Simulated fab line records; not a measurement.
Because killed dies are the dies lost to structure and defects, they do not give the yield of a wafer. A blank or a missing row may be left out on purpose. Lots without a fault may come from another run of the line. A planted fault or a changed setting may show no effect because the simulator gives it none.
Matching of chambers	flow gf180mcu	GF_V1_CMP_04 on cmp-01: 4 sister chambers
The step polishes SiO2. 8 wafers are shown with their chamber, then 7 later ones without.

## WAFERS WITH THEIR CHAMBER
wafer	chamber	motor-current-A (A)	time-to-endpoint-s (s)
L468.3	1	13.5	77
L471.1	1	13.7	80
L471.2	0	12.2	81
L472.1	0	12.7	74
L472.5	3	14.3	79
L472.6	2	14.0	76
L473.2	2	14.6	79
L473.3	3	14.2	89

## WAFERS WITH NO CHAMBER GIVEN
wafer	motor-current-A (A)	time-to-endpoint-s (s)
L473.6	13.1	89
L480.1	14.8	70
L480.3	13.8	64
L480.6	12.4	74
L487.2	13.4	78
L487.3	14.8	77
L487.6	13.8	78

## WHICH CHAMBER EACH ONE RAN IN
wafer	from the rows above	in truth
L473.6	can't be placed: 1 or 0 or 3 or 2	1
L480.1	can't be placed: 2 or 3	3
L480.3	can't be placed: 1 or 2 or 3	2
L480.6	0	0
L487.2	1	1
L487.3	can't be placed: 2 or 3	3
L487.6	can't be placed: 1 or 2 or 3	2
Correctly placed: 2 of 7. Cannot be placed on the basis of these rows: 5; the candidates contain the true chamber in 5. Placed wrongly: 0.
How it was worked out, from the rows above alone: a wafer's distance from a chamber is the root of the sum, over the readings, of the square of ((its reading less the chamber's mean) divided by the reading's scatter). If the next closest chamber is less than 2 further off than the closest, the wafer can't be placed; otherwise it belongs to the closest. Each chamber's mean is taken over the wafers shown for it. The scatter is the square root of a quotient: the sum, over the shown wafers, of each reading's squared deviation from its chamber's mean, divided by wafers minus chambers.
